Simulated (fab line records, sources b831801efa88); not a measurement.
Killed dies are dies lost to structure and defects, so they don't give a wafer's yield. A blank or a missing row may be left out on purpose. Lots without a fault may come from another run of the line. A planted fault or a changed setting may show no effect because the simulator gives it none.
2 desks, one fault + flow sky130 + what lay behind the numbers comes last; until then each desk has only its own

== TOOL OWNER'S DESK, rie-diel-04 ==
The tool's own readings at SKY_VIA2_ETCH_15 (etches SiO2 in C4F8/O2/Ar, stops on TiN, target depth 546 nm, time 84 s): means of the sampled wafers that have a number, for each lot that ran on this tool. The brackets show how far a lot's mean lies from the usual mean; more than 4 standard deviations puts the lot out of limits, marked OUT.
Columns: A = oes-product-au at SKY_VIA2_ETCH_15, usual 0.940 a.u.
| lot  | first seen here | A     |
|------|-----------------|-------|
| L180 | day 37 05:54    | 0.939 |
| L186 | day 39 10:55    | 0.944 |
| L187 | day 39 12:13    | 0.943 |
| L198 | day 43 17:54    | 0.945 |
Finding of this desk: none of the 4 lots has anything out of limits.

== AT THE METROLOGY DESK ==
What the gauges read, lot by lot, whatever tool the lot ran on: means of the sampled wafers that have a number. The brackets show how far a lot's mean lies from the usual mean; more than 4 standard deviations puts the lot out of limits, marked OUT.
Columns: A = VIA1_OVL at SKY_VIA1_OVL_MEAS_13, usual 1 nm; B = METAL2_ALCU_THK at SKY_METAL2_THK_MEAS_06, usual 248 nm
| lot  | first seen here | A  | B   |
|------|-----------------|----|-----|
| L176 | day 33 16:19    | 2  | 243 |
| L177 | day 34 00:04    | -3 | 247 |
| L180 | day 34 21:53    | -8 | 248 |
| L186 | day 37 05:09    | 9  | 244 |
| L187 | day 37 06:29    | 6  | 246 |
| L188 | day 37 13:51    | 7  | 251 |
| L190 | day 38 03:37    | 5  | 251 |
| L192 | day 38 19:22    | 4  | 250 |
| L199 | day 41 09:22    | 2  | 250 |
| L197 | day 41 10:50    | -0 | 248 |
| L198 | day 41 15:40    | 3  | 246 |
Finding of this desk: none of the 11 lots has anything out of limits.

== TAKEN TOGETHER ==
Nothing out of limits was seen by the tool owner's desk.
At the metrology desk, nothing out of limits was observed.

== WHAT WAS PUT IN BY THE SIMULATOR ==
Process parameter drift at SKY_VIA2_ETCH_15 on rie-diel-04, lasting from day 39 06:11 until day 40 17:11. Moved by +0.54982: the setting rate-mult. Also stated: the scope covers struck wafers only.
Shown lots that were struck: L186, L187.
